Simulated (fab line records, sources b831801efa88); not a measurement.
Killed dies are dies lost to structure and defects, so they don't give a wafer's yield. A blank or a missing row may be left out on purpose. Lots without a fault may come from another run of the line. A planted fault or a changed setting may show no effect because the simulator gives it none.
Which tool did it? | flow sky130 | 6 lots, 18 wafers sampled, at 2 steps of a route of 708

WHAT THE GAUGES READ, wafer by wafer
SKY_GATE_OXIDE_TW_MEAS_14.
lot  | measured     | on            | GATE_OXIDE_TW
L371 | day 14 00:50 | film_metro-03 | 223.7 223.1 223.4
L378 | day 16 20:53 | film_metro-03 | 225.9 226.7 226.8
L382 | day 18 05:36 | film_metro-04 | 224.1 223.4 224.5
L385 | day 19 01:21 | film_metro-03 | 248.0 247.9 249.1
L391 | day 21 06:23 | film_metro-02 | 224.4 223.9 224.8
L393 | day 21 21:23 | film_metro-03 | 222.8 222.8 223.5

WHICH TOOL RAN EACH LOT (tool, then ch and the chambers of the sampled wafers, then the start)
lot  | SKY_GATE_OXIDE_IMPLANT_11
L371 | implanter-04 ch 0, day 14 00:29
L378 | implanter-03 ch 0, day 16 20:32
L382 | implanter-04 ch 0, day 18 05:11
L385 | implanter-04 ch 0, day 19 00:53
L391 | implanter-03 ch 0, day 21 06:04
L393 | implanter-04 ch 0, day 21 21:03
- SKY_GATE_OXIDE_IMPLANT_11

THE ANSWER, worked out from the rows above alone
Rule: what is usual is taken from the lots themselves. Put in order of their means at a reading, lots are off if they are a third of the lots or fewer, leave a main group of 4 or more, and stand apart from it by a gap of 3 or more times the standard deviation of the main group's means; of several such gaps the widest counts. A main group whose means are all the same, to the digits that the tables above print for the reading, isn't used. A lot without any number at a reading at which 4 lots or more have one is off too. The other lots that the step has rows for count as sound.
Off: L385, at SKY_GATE_OXIDE_TW_MEAS_14 (GATE_OXIDE_TW). The main group: mean 224.3, standard deviation 1.2.
A tool fits if, at a process step before that reading, it ran every lot that is off, and no sound lot after the first of them. The gauges at SKY_GATE_OXIDE_TW_MEAS_14 are tried like those tools. None of those tried fits.

WHAT THE SIMULATOR HAD PUT IN
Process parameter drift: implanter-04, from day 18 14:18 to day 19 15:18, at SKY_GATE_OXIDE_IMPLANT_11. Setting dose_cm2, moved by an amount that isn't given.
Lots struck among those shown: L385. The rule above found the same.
